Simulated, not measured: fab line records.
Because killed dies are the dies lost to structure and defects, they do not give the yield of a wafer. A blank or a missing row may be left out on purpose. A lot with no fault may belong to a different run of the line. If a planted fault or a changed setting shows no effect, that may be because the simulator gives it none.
Problem report, 8D (eight disciplines) form, completed by code | flow sky130 | the parts of the form that need people (team, actions taken, sign-off) are left out

1. THE ISSUE
At SKY_VT_ADJUST_LVTN_STRIP_09, stripTimeToEndpointS averages 31.34 s over 3 wafers from 3 lots, while fault-free wafers read 36.92 s, standard deviation 0.11. Measured from the usual mean, that is -51 standard deviations.
The step: strips in O2/N2.
Seen first at day 10 21:31 on plasmaAsher-03, wafer L966.1. The record holds 37 wafers of 13 lots with a number at this step. By rule, "out" or "out of limits" means more than 4 standard deviations away from the usual mean. The rest of the wafers with a number are treated as sound.

2. WHAT THIS IS AND IS NOT
question                    | is                             | is not
which readings at this step | stripTimeToEndpointS           | drypumpMotorCurrentA, oesProductAu
which lots                  | L966, L968, L970               | L952, L953, L954, L955, L956, L957, L958, L960, L961, L963
which wafers of those lots  | L966.1, L968.1, L970.1         | L966.5, L966.6, L968.6, L970.3
read on which tools         | plasmaAsher-03, plasmaAsher-04 | plasmaAsher-01
when                        | from day 10 21:31              | up to then (32 sound wafers); but 2 sound wafers of L968, L970 came after

3. SUSPECTS, AND WHAT RULES EACH OUT
Counting: if a tool at a process step up to the reading ran every lot that is out, it stays a suspect. Sound lots after the first of them don't rule it out here, since some wafers of a struck lot are sound.
- lithoTrack-02 at SKY_VT_ADJUST_LVTN_COAT_02 (resist thk 3000 nm): kept. Ran every lot that is out, first one L966 (day 10 09:13); last sound lot up to then L963 (day 9 16:35).
Remaining after the count: lithoTrack-02 at SKY_VT_ADJUST_LVTN_COAT_02.

4. THE CAUSE (what the simulator had put in)
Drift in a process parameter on lithoTrack-02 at SKY_VT_ADJUST_LVTN_COAT_02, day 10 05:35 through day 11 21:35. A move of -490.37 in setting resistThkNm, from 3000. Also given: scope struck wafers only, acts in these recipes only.
This tool alone remained once counting was done.

5. THE EFFECT CHAIN, in route order
Each row: a reading whose mean over the struck wafers that have a number lies more than 3 standard deviations from the usual. Readings are gone through only where the record gives a usual standard deviation; hours: the median, over the lots, of the time from a lot's start at the first step in this table giving one to that lot's start at this step; sigmas: the change measured in usual standard deviations.
hours | step                        | reading              | usual   | on struck wafers | change | sigmas
0     | SKY_VT_ADJUST_LVTN_STRIP_09 | stripTimeToEndpointS | 36.92 s | 31.34            | -5.58  | -51
It contains these process steps:
- SKY_VT_ADJUST_LVTN_STRIP_09: strips in O2/N2.
Later steps that measure or inspect, where all struck wafers having a row at the step show a number for every such reading and not one has moved that far: SKY_VT_ADJUST_NCORE_CD_MEAS_07.

6. HOW IT WOULD HAVE BEEN CAUGHT EARLIER
16 hours passed between the start of the fault at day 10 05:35 and the first reading out of limits in this record, taken at day 10 21:31.
L968, L970, from the lots that are out (3), started SKY_VT_ADJUST_LVTN_COAT_02 on lithoTrack-02 later than day 10 21:31. A hold on the tool at that time would have spared those 2.
